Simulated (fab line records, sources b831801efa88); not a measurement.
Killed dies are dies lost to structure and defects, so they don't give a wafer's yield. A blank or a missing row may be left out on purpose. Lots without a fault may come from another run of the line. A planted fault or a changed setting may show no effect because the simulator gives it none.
fab line records | flow gf180mcu
record lots=5 wafers=15 last_day=32
route steps=602 shown HV_LDD@231 NSD@235 PSD@248 SAB@264
lots that met no fault: from a run of the same line without faults
start_h: hours from the record's first day to the start of the lot's first wafer shown | wait_h: hours since the lot's step before | " the same as in the row above | L1.1+2: a row that stands for several wafers | - no value, or no start given | * or withheld: withheld | < > ~ a bound
route shown NAME@n: a module of which the file shows steps, and the number in the route of the first | usual: mean/standard deviation of fault-free wafers | same: alike in all rows | chamber/n: place in a boat | sites: the reading at each site | _std_site: their standard deviation | _edge_site: outer sites' mean less inner sites' | radius_mm: how far each site lies from the wafer's centre | mask NAME#n: copy n | behind: the tool/chamber that last shaped the wafer | hold: why the lot was held/for how many hours/how that ended | device: the transistor (n, p or np) that didn't switch | end of line: the same wafers' tests at the end of the route | a step without rows: its recipe alone | killed: dies lost to structure and defects at the first sort, not the wafer's yield | map: a wafer's dies, x killed, . not, _ none there
set.NAME: the setting as run; set.NAME@STEP: as run at that earlier step | model.NAME: the simulator's own value behind a step, which no gauge read
lots at some steps of the route; a table a step, a row a wafer
services: from which hour (start_h, from the record's first day; less than 0 if before it) a tool's chamber was out of use, for how many hours, and why
## steps
# step GF_HV_LDD_THK_MEAS_55
# recipe reads=SiO2_of_HV_LDD_CVD_54
# usual HV_LDD_CVD_54_THK=10.00/0.12
# columns lot.wafer tool chamber start_h wait_h HV_LDD_CVD_54_THK[nm]
L080.1 film_metro-04 - 323.72 0.0 9.84
L080.2 " - " " 9.80
L080.5 " - " " 9.94
L082.2 film_metro-01 - 338.82 0.0 9.85
L082.3 " - " " 9.97
L082.5 " - " " 9.88
L083.4 film_metro-04 - 346.00 0.0 9.96
L083.5 " - " " 10.02
L083.6 " - " " 10.01
L087.2 film_metro-02 - 387.00 0.0 10.26
L087.3 " - " " 10.20
L087.6 " - " " 10.40
L088.1 film_metro-04 - 391.97 0.0 10.04
L088.3 " - " " 9.88
L088.6 " - " " 9.94
# step GF_HV_LDD_CVD_56
# recipe material=Si3N4 precursor=DCS/NH3 target_thk_nm=90 temp_c=770 time_s=1543 pressure_mtorr=250
# columns lot.wafer tool chamber start_h wait_h
L080.1+2+5 lpcvd-01 0 323.78 0.1
L082.2+3+5 lpcvd-01 1 338.87 0.0
L083.4+5+6 lpcvd-01 0 346.03 0.0
L087.2+3+6 lpcvd-02 1 387.05 0.0
L088.1+3+6 lpcvd-01 1 392.03 0.1
# step GF_HV_LDD_THK_MEAS_57
# recipe reads=Si3N4_of_HV_LDD_CVD_56
# usual HV_LDD_CVD_56_THK=90.1/0.8
# columns lot.wafer tool chamber start_h wait_h HV_LDD_CVD_56_THK[nm]
L080.1 film_metro-01 - 325.21 0.0 89.1
L080.2 " - " " 89.2
L080.5 " - " " 89.3
L082.2 film_metro-04 - 340.30 0.0 90.2
L082.3 " - " " 90.0
L082.5 " - " " 90.4
L083.4 film_metro-01 - 347.48 0.0 90.3
L083.5 " - " " 90.3
L083.6 " - " " 90.7
L087.2 film_metro-01 - 389.20 0.0 90.4
L087.3 " - " " 91.0
L087.6 " - " " 90.8
L088.1 film_metro-01 - 393.45 0.0 91.9
L088.3 " - " " 92.0
L088.6 " - " " 91.9
# step GF_HV_LDD_ETCHBACK_58
# recipe chemistry=CH3F/O2 target=Si3N4 stop_on=SiO2 source_w=400 bias_w=80 pressure_mtorr=25 ch3f_flow_sccm=40 O2_flow_sccm=30 time_s=100 target_depth_a=900
# usual ch3f_flow_sccm=39.98/0.11 drypump_motor_current_A=5.7/0.52 oes_product_au=0.844/0.0068 throttle_valve_pct=10.562/0.0084
# columns lot.wafer tool chamber start_h wait_h ch3f_flow_sccm drypump_motor_current_A oes_product_au rf_hours_counter_h throttle_valve_pct
L080.1 rie_diel-03 2 325.27 0.1 40.00 4.8 0.832 7 10.562
L080.2 " 0 " " 40.11 5.7 0.841 34 10.570
L080.5 " 1 " " 39.94 6.0 0.844 - 10.567
L082.2 rie_diel-01 2 340.35 0.0 39.77 5.6 0.846 8 10.570
L082.3 " 3 " " 40.00 6.0 0.839 69 10.552
L082.5 " 3 " " 39.95 6.0 0.851 - 10.561
L083.4 rie_diel-04 1 347.51 0.0 40.11 6.1 0.840 5 10.558
L083.5 " 2 " " 40.01 6.2 0.852 - 10.568
L083.6 " 1 " " 40.13 6.1 0.846 - 10.564
L087.2 rie_diel-03 1 389.25 0.0 39.82 6.0 0.852 11 10.574
L087.3 " 2 " " 40.22 4.9 0.843 8 10.559
L087.6 " 2 " " 40.05 4.8 0.848 - 10.568
L088.1 rie_diel-03 3 393.51 0.1 39.93 6.4 0.854 1 10.562
L088.3 " 1 " " 39.95 6.1 0.854 11 10.562
L088.6 " 0 " " 40.14 5.7 0.861 - 10.569
# step GF_NSD_DEHYDRATE_00
# recipe temp_c=200 time_s=60
# columns lot.wafer tool chamber start_h wait_h
L080.1+2+5 litho_track-03 0 335.19 9.9
L082.2+3+5 litho_track-03 0 350.57 10.2
L083.4+5+6 litho_track-02 0 357.32 9.8
L087.2+3+6 litho_track-03 0 400.37 11.1
L088.1+3+6 litho_track-03 0 404.14 10.6
# step GF_NSD_HMDS_01
# recipe prime_time_s=60 prime_temp_c=120
# columns lot.wafer tool chamber start_h wait_h
L080.1+2+5 litho_track-03 0 335.34 0.1
L082.2+3+5 litho_track-03 0 350.72 0.1
L083.4+5+6 litho_track-02 0 357.47 0.1
L087.2+3+6 litho_track-03 0 400.52 0.1
L088.1+3+6 litho_track-03 0 404.29 0.1
# step GF_NSD_COAT_02
# recipe resist=NOVOLAK spin_rpm=3000 resist_thk_nm=1000
# columns lot.wafer tool chamber start_h wait_h
L080.1+2+5 litho_track-03 0 335.49 0.1
L082.2+3+5 litho_track-03 0 350.87 0.1
L083.4+5+6 litho_track-02 0 357.62 0.1
L087.2+3+6 litho_track-03 0 400.67 0.1
L088.1+3+6 litho_track-03 0 404.44 0.1
# step GF_NSD_SOFTBAKE_03
# recipe temp_c=90 time_s=60 resist=NOVOLAK
# columns lot.wafer tool chamber start_h wait_h
L080.1+2+5 litho_track-03 0 335.64 0.1
L082.2+3+5 litho_track-03 0 351.02 0.1
L083.4+5+6 litho_track-02 0 357.77 0.1
L087.2+3+6 litho_track-03 0 400.82 0.1
L088.1+3+6 litho_track-03 0 404.59 0.1
# step GF_NSD_EXPOSE_04
# recipe mask_id=Nplus target_cd_nm=400 na=0.6 source_shape=conventional sigma_outer=0.6 dose_mj=140
# columns lot.wafer tool chamber start_h wait_h mask
L080.1+2+5 iline_stepper-02 0 - - Nplus#0
L082.2+3+5 iline_stepper-01 0 - - Nplus#0
L083.4+5+6 iline_stepper-01 0 - - Nplus#0
L087.2+3+6 iline_stepper-01 0 - - Nplus#0
L088.1+3+6 iline_stepper-01 0 - - Nplus#0
# step GF_NSD_PEB_05
# recipe temp_c=withheld time_s=* resist=NOVOLAK
# columns lot.wafer tool chamber start_h wait_h
L080.1+2+5 litho_track-02 0 - -
L082.2+3+5 litho_track-03 0 - -
L083.4+5+6 litho_track-01 0 - -
L087.2+3+6 litho_track-01 0 - -
L088.1+3+6 litho_track-02 0 - -
# step GF_NSD_DEVELOP_06
# recipe develop_time_s=60 dev_temp_c=23
# columns lot.wafer tool chamber start_h wait_h
L080.1+2+5 litho_track-02 0 346.35 0.1
L082.2+3+5 litho_track-03 0 361.72 0.1
L083.4+5+6 litho_track-01 0 368.13 0.1
L087.2+3+6 litho_track-01 0 412.47 0.1
L088.1+3+6 litho_track-02 0 416.40 0.1
# step GF_NSD_CD_MEAS_07
# recipe target_cd_nm=400
# usual cd_nm=399.7/2.3
# columns lot.wafer tool chamber start_h wait_h cd_nm
L080.1 cd_sem-01 - 346.50 0.1 402.2
L080.2 " - " " 402.4
L080.5 " - " " 401.1
L082.2 cd_sem-02 - 361.86 0.1 401.4
L082.3 " - " " 402.0
L082.5 " - " " 401.2
L083.4 cd_sem-01 - 368.26 0.1 396.8
L083.5 " - " " 396.8
L083.6 " - " " 396.4
L087.2 cd_sem-01 - 412.62 0.1 398.6
L087.3 " - " " 397.4
L087.6 " - " " 398.8
L088.1 cd_sem-01 - 416.55 0.1 398.0
L088.3 " - " " 399.3
L088.6 " - " " 401.0
# step GF_NSD_OVL_MEAS_08
# usual NSD_OVL=-0.7/1.3
# columns lot.wafer tool chamber start_h wait_h NSD_OVL[nm]
L080.1 overlay-02 - 346.62 0.1 -2.2
L080.2 " - " " -1.7
L080.5 " - " " -0.2
L082.2 overlay-02 - 361.97 0.1 0.5
L082.3 " - " " 0.0
L082.5 " - " " -2.0
L083.4 overlay-01 - 368.34 0.1 -0.8
L083.5 " - " " 0.7
L083.6 " - " " -0.1
L087.2 overlay-02 - 412.73 0.1 -1.4
L087.3 " - " " -2.0
L087.6 " - " " -1.2
L088.1 overlay-01 - 416.68 0.1 1.9
L088.3 " - " " 1.4
L088.6 " - " " 1.1
# step GF_NSD_IMPLANT_09
# recipe species=As energy_kev=60 dose_cm2=4e+15 tilt_deg=7
# columns lot.wafer tool chamber start_h wait_h
L080.1+2+5 implanter-04 0 346.65 0.0
L082.2+3+5 implanter-01 0 362.02 0.0
L083.4+5+6 implanter-04 0 368.43 0.1
L087.2+3+6 implanter-01 0 412.78 0.0
L088.1+3+6 implanter-04 0 416.71 0.0
# step GF_NSD_IMPLANT_10
# recipe species=P energy_kev=40 dose_cm2=5e+14 tilt_deg=7
# columns lot.wafer tool chamber start_h wait_h
L080.1+2+5 implanter-04 0 346.80 0.1
L082.2+3+5 implanter-01 0 362.17 0.1
L083.4+5+6 implanter-04 0 368.58 0.1
L087.2+3+6 implanter-01 0 412.93 0.1
L088.1+3+6 implanter-04 0 416.86 0.1
# step GF_NSD_STRIP_11
# recipe chemistry=O2/N2 power_w=1400 pressure_mtorr=1500 platen_temp_c=250 o2_flow_sccm=3000 n2_flow_sccm=300 overash_fraction=0.5
# usual drypump_motor_current_A=5.4/0.55 heater_power_w=330/29 oes_product_au=0.486/0.0041 strip_time_to_endpoint_s=22.94/0.038
# columns lot.wafer tool chamber start_h wait_h drypump_motor_current_A heater_power_w oes_product_au rf_hours_counter_h strip_time_to_endpoint_s
L080.1 plasma_asher-01 0 346.95 0.1 4.8 341 0.486 45 23.02
L080.2 " 1 " " 5.6 313 0.478 45 23.04
L080.5 " 1 " " 5.6 320 0.482 - 22.98
L082.2 plasma_asher-01 1 362.30 0.1 5.6 311 0.488 47 22.87
L082.3 " 0 " " 4.7 336 0.484 - 22.87
L082.5 " 0 " " 4.7 349 0.486 - 22.85
L083.4 plasma_asher-01 0 368.69 0.1 4.7 331 0.485 - 22.97
L083.5 " 0 " " 4.7 339 0.486 - 22.95
L083.6 " 1 " " 5.5 308 0.485 - 22.99
L087.2 plasma_asher-01 0 413.06 0.1 4.7 334 0.482 53 22.97
L087.3 " 1 " " 5.6 305 0.481 - 22.96
L087.6 " 1 " " 5.6 319 0.480 - 22.98
L088.1 plasma_asher-01 0 417.01 0.1 4.8 332 0.478 53 22.89
L088.3 " 0 " " 4.7 349 0.490 - 22.91
L088.6 " 0 " " 4.7 338 0.481 - 22.93
# step GF_NSD_TW_MEAS_12
# usual NSD_TW=4291/49
# columns lot.wafer tool chamber start_h wait_h NSD_TW
L080.1 film_metro-03 - 347.05 0.1 4333
L080.2 " - " " 4333
L080.5 " - " " 4332
L082.2 film_metro-03 - 362.41 0.1 4310
L082.3 " - " " 4290
L082.5 " - " " 4311
L083.4 film_metro-03 - 368.79 0.1 4343
L083.5 " - " " 4338
L083.6 " - " " 4346
L087.2 film_metro-04 - 413.17 0.1 4188
L087.3 " - " " 4237
L087.6 " - " " 4210
L088.1 film_metro-02 - 417.11 0.1 4315
L088.3 " - " " 4329
L088.6 " - " " 4321
# step GF_PSD_DEHYDRATE_00
# recipe temp_c=200 time_s=60
# columns lot.wafer tool chamber start_h wait_h
L080.1+2+5 litho_track-02 0 356.65 9.6
L082.2+3+5 litho_track-04 0 372.86 10.4
L083.4+5+6 litho_track-04 0 379.46 10.7
L087.2+3+6 litho_track-01 0 424.82 11.6
L088.1+3+6 litho_track-02 0 428.40 11.3
# step GF_PSD_HMDS_01
# recipe prime_time_s=60 prime_temp_c=120
# columns lot.wafer tool chamber start_h wait_h
L080.1+2+5 litho_track-02 0 356.80 0.1
L082.2+3+5 litho_track-04 0 373.01 0.1
L083.4+5+6 litho_track-04 0 379.61 0.1
L087.2+3+6 litho_track-01 0 424.97 0.1
L088.1+3+6 litho_track-02 0 428.55 0.1
# step GF_PSD_COAT_02
# recipe resist=NOVOLAK spin_rpm=3000 resist_thk_nm=1000
# columns lot.wafer tool chamber start_h wait_h
L080.1+2+5 litho_track-02 0 356.95 0.1
L082.2+3+5 litho_track-04 0 373.16 0.1
L083.4+5+6 litho_track-04 0 379.76 0.1
L087.2+3+6 litho_track-01 0 425.12 0.1
L088.1+3+6 litho_track-02 0 428.70 0.1
# step GF_PSD_SOFTBAKE_03
# recipe temp_c=90 time_s=60 resist=NOVOLAK
# columns lot.wafer tool chamber start_h wait_h
L080.1+2+5 litho_track-02 0 357.10 0.1
L082.2+3+5 litho_track-04 0 373.31 0.1
L083.4+5+6 litho_track-04 0 379.91 0.1
L087.2+3+6 litho_track-01 0 425.27 0.1
L088.1+3+6 litho_track-02 0 428.85 0.1
# step GF_PSD_EXPOSE_04
# recipe mask_id=Pplus target_cd_nm=400 na=0.6 source_shape=conventional sigma_outer=0.6 dose_mj=140
# columns lot.wafer tool chamber start_h wait_h mask
L080.1+2+5 iline_stepper-01 0 - - Pplus#0
L082.2+3+5 iline_stepper-01 0 - - Pplus#0
L083.4+5+6 iline_stepper-01 0 - - Pplus#0
L087.2+3+6 iline_stepper-02 0 - - Pplus#0
L088.1+3+6 iline_stepper-02 0 - - Pplus#0
# step GF_PSD_PEB_05
# recipe temp_c=withheld time_s=* resist=NOVOLAK
# columns lot.wafer tool chamber start_h wait_h
L080.1+2+5 litho_track-04 0 - -
L082.2+3+5 litho_track-01 0 - -
L083.4+5+6 litho_track-01 0 - -
L087.2+3+6 litho_track-04 0 - -
L088.1+3+6 litho_track-04 0 - -
# step GF_PSD_DEVELOP_06
# recipe develop_time_s=60 dev_temp_c=23
# columns lot.wafer tool chamber start_h wait_h
L080.1+2+5 litho_track-04 0 367.48 0.1
L082.2+3+5 litho_track-01 0 383.98 0.1
L083.4+5+6 litho_track-01 0 390.98 0.1
L087.2+3+6 litho_track-04 0 436.96 0.1
L088.1+3+6 litho_track-04 0 440.98 0.1
# step GF_PSD_CD_MEAS_07
# recipe target_cd_nm=400
# usual cd_nm=399.8/2.7
# columns lot.wafer tool chamber start_h wait_h cd_nm
L080.1 cd_sem-01 - 367.63 0.1 398.1
L080.2 " - " " 396.8
L080.5 " - " " 396.5
L082.2 cd_sem-02 - 384.12 0.1 404.0
L082.3 " - " " 401.9
L082.5 " - " " 400.0
L083.4 cd_sem-01 - 391.11 0.1 398.7
L083.5 " - " " 398.8
L083.6 " - " " 399.3
L087.2 cd_sem-02 - 437.10 0.1 397.3
L087.3 " - " " 397.3
L087.6 " - " " 399.9
L088.1 cd_sem-02 - 441.13 0.1 400.9
L088.3 " - " " 401.5
L088.6 " - " " 402.4
# step GF_PSD_OVL_MEAS_08
# usual PSD_OVL=0.0/1.2
# columns lot.wafer tool chamber start_h wait_h PSD_OVL[nm]
L080.1 overlay-02 - 367.75 0.1 -1.2
L080.2 " - " " -3.4
L080.5 " - " " -1.9
L082.2 overlay-01 - 384.23 0.1 0.4
L082.3 " - " " 2.5
L082.5 " - " " -0.9
L083.4 overlay-01 - 391.19 0.1 0.6
L083.5 " - " " 1.9
L083.6 " - " " 1.2
L087.2 overlay-02 - 437.21 0.1 0.2
L087.3 " - " " -1.3
L087.6 " - " " 0.3
L088.1 overlay-01 - 441.25 0.1 1.1
L088.3 " - " " 0.5
L088.6 " - " " 1.3
# step GF_PSD_IMPLANT_09
# recipe species=BF2 energy_kev=40 dose_cm2=1.5e+15 tilt_deg=6.66
# columns lot.wafer tool chamber start_h wait_h
L080.1+2+5 implanter-04 0 367.79 0.0
L082.2+3+5 implanter-04 0 384.28 0.0
L083.4+5+6 implanter-04 0 391.28 0.1
L087.2+3+6 implanter-02 0 437.26 0.0
L088.1+3+6 implanter-02 0 441.29 0.0
# step GF_PSD_STRIP_10
# recipe chemistry=O2/N2 power_w=1400 pressure_mtorr=1500 platen_temp_c=250 o2_flow_sccm=3000 n2_flow_sccm=300 overash_fraction=0.5
# usual drypump_motor_current_A=5.9/0.55 heater_power_w=331/37 oes_product_au=0.592/0.0042 strip_time_to_endpoint_s=16.53/0.039
# columns lot.wafer tool chamber start_h wait_h drypump_motor_current_A heater_power_w oes_product_au rf_hours_counter_h strip_time_to_endpoint_s
L080.1 plasma_asher-02 1 367.94 0.1 6.0 323 0.593 75 16.54
L080.2 " 0 " " 6.3 302 0.591 75 16.56
L080.5 " 1 " " 5.9 328 0.594 - 16.55
L082.2 plasma_asher-01 0 384.41 0.1 4.7 342 0.595 50 16.52
L082.3 " 1 " " 5.6 295 0.590 - 16.54
L082.5 " 0 " " 4.7 340 0.592 - 16.54
L083.4 plasma_asher-03 1 391.39 0.1 6.1 303 0.594 - 16.57
L083.5 " 0 " " 6.4 399 0.586 - 16.56
L083.6 " 1 " " 6.0 299 0.586 - 16.56
L087.2 plasma_asher-02 1 437.39 0.1 6.0 322 0.589 82 16.53
L087.3 " 1 " " 6.0 325 0.584 - 16.52
L087.6 " 1 " " 6.0 326 0.593 - 16.49
L088.1 plasma_asher-02 1 441.44 0.1 6.0 318 0.595 82 16.48
L088.3 " 0 " " 6.3 289 0.595 - 16.48
L088.6 " 0 " " 6.3 300 0.586 - 16.47
# step GF_PSD_TW_MEAS_11
# usual PSD_TW=3195/42
# columns lot.wafer tool chamber start_h wait_h PSD_TW
L080.1 film_metro-04 - 368.04 0.1 3176
L080.2 " - " " 3166
L080.5 " - " " 3145
L082.2 film_metro-03 - 384.52 0.1 3219
L082.3 " - " " 3225
L082.5 " - " " 3214
L083.4 film_metro-04 - 391.49 0.1 3149
L083.5 " - " " 3151
L083.6 " - " " 3145
L087.2 film_metro-04 - 437.50 0.1 3152
L087.3 " - " " 3173
L087.6 " - " " 3156
L088.1 film_metro-03 - 441.54 0.1 3204
L088.3 " - " " 3227
L088.6 " - " " 3205
# step GF_PSD_CLEAN_12
# recipe chemistry=SC1/SC2 mix=1:4:20 temp_c=70 time_s=150 dry=n2_spin
# usual temp_c=69.99/0.12
# columns lot.wafer tool chamber start_h wait_h temp_c
L080.1 wet_bench-04 1 368.10 0.1 69.87
L080.2 " 1 " " 69.90
L080.5 " 1 " " 70.09
L082.2 wet_bench-01 1 384.57 0.0 69.76
L082.3 " 1 " " 69.82
L082.5 " 1 " " 69.84
L083.4 wet_bench-02 2 391.52 0.0 69.93
L083.5 " 2 " " 70.01
L083.6 " 2 " " 69.88
L087.2 wet_bench-02 0 437.55 0.0 70.03
L087.3 " 0 " " 69.96
L087.6 " 0 " " 70.05
L088.1 wet_bench-01 2 441.60 0.1 70.27
L088.3 " 2 " " 70.04
L088.6 " 2 " " 70.10
# step GF_PSD_RTA_13
# recipe temp_c=1025 time_s=20 ambient=N2
# usual lamp_power_pct=33.4/0.97 wafer_temp_C_max=1030.8/3
# columns lot.wafer tool chamber start_h wait_h lamp_power_pct wafer_temp_C_max
L080.1 rtp_anneal-01 0 368.15 0.0 34.4 1033.0
L080.2 " 0 " " 34.4 1032.1
L080.5 " 0 " " 34.4 1031.9
L082.2 rtp_anneal-02 0 384.63 0.0 32.5 1027.0
L082.3 " 0 " " 32.5 1027.8
L082.5 " 0 " " 32.4 1027.8
L083.4 rtp_anneal-02 0 391.61 0.0 32.5 1029.4
L083.5 " 0 " " 32.5 1028.2
L083.6 " 0 " " 32.5 1028.0
L087.2 rtp_anneal-01 0 437.61 0.0 34.5 1034.6
L087.3 " 0 " " 34.4 1033.5
L087.6 " 0 " " 34.4 1034.7
L088.1 rtp_anneal-01 0 441.65 0.0 34.4 1035.7
L088.3 " 0 " " 34.4 1031.6
L088.6 " 0 " " 34.4 1033.8
# step GF_PSD_RS_MEAS_14
# recipe thk_meas_gauge=four-point-probe
# usual NSD_RS=46.17/0.087
# columns lot.wafer tool chamber start_h wait_h NSD_RS[ohm/sq]
L080.1 film_metro-02 - 368.23 0.1 46.11
L080.2 " - " " 46.15
L080.5 " - " " 46.23
L082.2 film_metro-02 - 384.72 0.1 46.27
L082.3 " - " " 46.26
L082.5 " - " " 46.26
L083.4 film_metro-04 - 391.71 0.1 46.18
L083.5 " - " " 46.26
L083.6 " - " " 46.28
L087.2 film_metro-03 - 437.70 0.1 46.27
L087.3 " - " " 46.24
L087.6 " - " " 46.26
L088.1 film_metro-03 - 441.73 0.1 46.25
L088.3 " - " " 46.19
L088.6 " - " " 46.25
# step GF_PSD_RS_MEAS_15
# recipe thk_meas_gauge=four-point-probe
# usual PSD_RS=108.65/0.28
# columns lot.wafer tool chamber start_h wait_h PSD_RS[ohm/sq]
L080.1 film_metro-02 - 368.35 0.1 108.68
L080.2 " - " " 108.40
L080.5 " - " " 108.46
L082.2 film_metro-02 - 384.84 0.1 108.71
L082.3 " - " " 108.89
L082.5 " - " " 108.51
L083.4 film_metro-04 - 391.83 0.1 108.69
L083.5 " - " " 108.70
L083.6 " - " " 108.83
L087.2 film_metro-03 - 437.82 0.1 108.92
L087.3 " - " " 108.85
L087.6 " - " " 108.47
L088.1 film_metro-03 - 441.85 0.1 108.66
L088.3 " - " " 108.77
L088.6 " - " " 109.01
# step GF_SAB_CVD_00
# recipe material=SiO2 target_thk_nm=50 precursor=TEOS temp_c=400 time_s=4.9302 rf_w=600
# usual heater_power_w=696/110
# columns lot.wafer tool chamber start_h wait_h heater_power_w
L080.1 pecvd-04 0 368.47 0.1 599
L080.2 " 2 " " 775
L080.5 " 2 " " 780
L082.2 pecvd-02 1 384.94 0.1 519
L082.3 " 0 " " 916
L082.5 " 2 " " 786
L083.4 pecvd-02 0 391.90 0.0 917
L083.5 " 1 " " 502
L083.6 " 2 " " 735
L087.2 pecvd-02 0 437.92 0.1 841
L087.3 " 1 " " 612
L087.6 " 2 " " 747
L088.1 pecvd-04 0 441.97 0.1 580
L088.3 " 1 " " 609
L088.6 " 1 " " 611
# step GF_SAB_THK_MEAS_01
# recipe reads=SiO2_of_SAB_CVD_00
# usual SAB_CVD_00_THK=49.7/0.65
# columns lot.wafer tool chamber start_h wait_h SAB_CVD_00_THK[nm]
L080.1 film_metro-03 - 368.49 0.0 49.5
L080.2 " - " " 48.4
L080.5 " - " " 50.0
L082.2 film_metro-03 - 384.97 0.0 49.9
L082.3 " - " " 50.0
L082.5 " - " " 50.2
L083.4 film_metro-02 - 391.94 0.0 50.5
L083.5 " - " " 50.9
L083.6 " - " " 50.1
L087.2 film_metro-02 - 437.95 0.0 49.0
L087.3 " - " " 49.2
L087.6 " - " " 49.6
L088.1 film_metro-02 - 441.99 0.0 49.4
L088.3 " - " " 48.9
L088.6 " - " " 49.8
# step GF_SAB_DEHYDRATE_02
# recipe temp_c=200 time_s=60
# columns lot.wafer tool chamber start_h wait_h
L080.1+2+5 litho_track-02 0 378.90 10.4
L082.2+3+5 litho_track-03 0 395.92 10.9
L083.4+5+6 litho_track-04 0 402.66 10.7
L087.2+3+6 litho_track-02 0 449.77 11.8
L088.1+3+6 litho_track-02 0 452.95 10.9
# step GF_SAB_HMDS_03
# recipe prime_time_s=60 prime_temp_c=120
# columns lot.wafer tool chamber start_h wait_h
L080.1+2+5 litho_track-02 0 379.05 0.1
L082.2+3+5 litho_track-03 0 396.07 0.1
L083.4+5+6 litho_track-04 0 402.81 0.1
L087.2+3+6 litho_track-02 0 449.92 0.1
L088.1+3+6 litho_track-02 0 453.10 0.1
# step GF_SAB_COAT_04
# recipe resist=NOVOLAK spin_rpm=3000 resist_thk_nm=1000
# columns lot.wafer tool chamber start_h wait_h
L080.1+2+5 litho_track-02 0 379.20 0.1
L082.2+3+5 litho_track-03 0 396.22 0.1
L083.4+5+6 litho_track-04 0 402.96 0.1
L087.2+3+6 litho_track-02 0 450.07 0.1
L088.1+3+6 litho_track-02 0 453.25 0.1
# step GF_SAB_SOFTBAKE_05
# recipe temp_c=90 time_s=60 resist=NOVOLAK
# columns lot.wafer tool chamber start_h wait_h
L080.1+2+5 litho_track-02 0 379.35 0.1
L082.2+3+5 litho_track-03 0 396.37 0.1
L083.4+5+6 litho_track-04 0 403.11 0.1
L087.2+3+6 litho_track-02 0 450.22 0.1
L088.1+3+6 litho_track-02 0 453.40 0.1
# step GF_SAB_EXPOSE_06
# recipe mask_id=SAB target_cd_nm=420 na=0.6 source_shape=conventional sigma_outer=0.6 dose_mj=140
# columns lot.wafer tool chamber start_h wait_h mask
L080.1+2+5 iline_stepper-02 0 - - SAB#0
L082.2+3+5 iline_stepper-02 0 - - SAB#0
L083.4+5+6 iline_stepper-02 0 - - SAB#0
L087.2+3+6 iline_stepper-02 0 - - SAB#0
L088.1+3+6 iline_stepper-02 0 - - SAB#0
# step GF_SAB_PEB_07
# recipe temp_c=withheld time_s=* resist=NOVOLAK
# columns lot.wafer tool chamber start_h wait_h
L080.1+2+5 litho_track-02 0 - -
L082.2+3+5 litho_track-02 0 - -
L083.4+5+6 litho_track-03 0 - -
L087.2+3+6 litho_track-02 0 - -
L088.1+3+6 litho_track-04 0 - -
# step GF_SAB_DEVELOP_08
# recipe develop_time_s=60 dev_temp_c=23
# columns lot.wafer tool chamber start_h wait_h
L080.1+2+5 litho_track-02 0 390.90 0.1
L082.2+3+5 litho_track-02 0 407.37 0.1
L083.4+5+6 litho_track-03 0 414.62 0.1
L087.2+3+6 litho_track-02 0 461.87 0.1
L088.1+3+6 litho_track-04 0 465.18 0.1
# step GF_SAB_CD_MEAS_09
# recipe target_cd_nm=420
# usual cd_nm=420.0/2.1
# columns lot.wafer tool chamber start_h wait_h cd_nm
L080.1 cd_sem-02 - 391.05 0.1 419.4
L080.2 " - " " 421.8
L080.5 " - " " 421.8
L082.2 cd_sem-02 - 407.52 0.1 418.6
L082.3 " - " " 422.6
L082.5 " - " " 421.9
L083.4 cd_sem-01 - 414.75 0.1 420.7
L083.5 " - " " 418.5
L083.6 " - " " 419.1
L087.2 cd_sem-02 - 462.02 0.1 420.8
L087.3 " - " " 418.7
L087.6 " - " " 419.6
L088.1 cd_sem-02 - 465.33 0.1 420.1
L088.3 " - " " 421.5
L088.6 " - " " 423.8
# step GF_SAB_OVL_MEAS_10
# usual SAB_OVL=-0.4/1.2
# columns lot.wafer tool chamber start_h wait_h SAB_OVL[nm]
L080.1 overlay-02 - 391.17 0.1 -0.6
L080.2 " - " " -0.5
L080.5 " - " " 0.2
L082.2 overlay-01 - 407.62 0.1 -0.3
L082.3 " - " " 0.4
L082.5 " - " " 1.1
L083.4 overlay-01 - 414.83 0.1 0.5
L083.5 " - " " -0.2
L083.6 " - " " 1.2
L087.2 overlay-02 - 462.12 0.1 -2.2
L087.3 " - " " -1.2
L087.6 " - " " -1.3
L088.1 overlay-02 - 465.45 0.1 -0.9
L088.3 " - " " -0.9
L088.6 " - " " -0.8
# step GF_SAB_ETCH_11
# recipe chemistry=C4F8/O2/Ar mask_material=NOVOLAK target=SiO2 target_depth_nm=55 source_w=1500 bias_w=1200 pressure_mtorr=40 c4f8_flow_sccm=withheld O2_flow_sccm=6 Ar_flow_sccm=300 time_s=8.5
# usual oes_product_au=1.000/0.01
# columns lot.wafer tool chamber start_h wait_h oes_product_au rf_hours_counter_h
L080.1 rie_diel-04 0 391.20 0.0 0.995 46
L080.2 " 1 " " 0.992 6
L080.5 " 3 " " 1.001 -
L082.2 rie_diel-03 0 407.65 0.0 0.986 36
L082.3 " 2 " " 0.992 9
L082.5 " 3 " " 0.985 -
L083.4 rie_diel-03 0 414.85 0.0 0.998 36
L083.5 " 3 " " 0.994 -
L083.6 " 0 " " 0.993 -
L087.2 rie_diel-03 2 462.15 0.0 0.986 10
L087.3 " 3 " " 0.978 3
L087.6 " 1 " " 1.012 -
L088.1 rie_diel-02 3 465.49 0.0 1.011 70
L088.3 " 2 " " 0.994 5
L088.6 " 2 " " 0.994 -
# step GF_SAB_WET_ETCH_12
# recipe chemistry=dHF target_depth_nm=22 dry=n2_spin target=SiO2 temp_c=25 dilution=100:1 time_s=440
# usual temp_c=25.03/0.1
# columns lot.wafer tool chamber start_h wait_h temp_c
L080.1 wet_bench-02 3 391.22 0.0 24.89
L080.2 " 3 " " 25.10
L080.5 " 3 " " 25.14
L082.2 wet_bench-03 3 407.67 0.0 25.02
L082.3 " 3 " " 25.24
L082.5 " 3 " " 25.06
L083.4 wet_bench-01 3 414.87 0.0 25.01
L083.5 " 3 " " 25.00
L083.6 " 3 " " 25.02
L087.2 wet_bench-03 3 462.17 0.0 24.92
L087.3 " 3 " " 24.99
L087.6 " 3 " " 25.04
L088.1 wet_bench-01 3 465.51 0.0 25.04
L088.3 " 3 " " 25.06
L088.6 " 3 " " 25.10
## services
# columns tool chamber start_h hours kind
rie_diel-04 3 302.76 2.4 repair
rie_diel-04 2 305.06 2.4 repair
wet_bench-03 - 310.50 6.3 repair
rie_diel-03 - 311.01 2.8 pm
pecvd-04 2 317.66 15.3 repair
plasma_asher-01 - 343.54 1.2 repair
pecvd-02 0 348.91 11.8 repair
pecvd-02 - 355.15 14.5 repair
rie_diel-04 - 361.30 0.7 repair
implanter-04 - 362.67 4.9 pm
plasma_asher-02 - 368.52 1.5 repair
pecvd-02 - 369.66 14.0 pm
wet_bench-01 - 371.91 1.9 pm
iline_stepper-01 - 402.47 2.1 pm
implanter-02 - 408.84 2.3 repair
implanter-04 - 411.64 4.9 repair
rie_diel-04 - 425.42 14.6 pm
rie_diel-03 3 427.50 4.2 repair
pecvd-04 - 427.74 0.3 repair
wet_bench-01 - 431.38 7.4 repair
implanter-01 - 454.38 6.6 pm
implanter-02 - 457.97 23.5 pm
implanter-04 - 458.14 4.9 repair
implanter-01 - 464.18 0.9 repair
## key
fault none
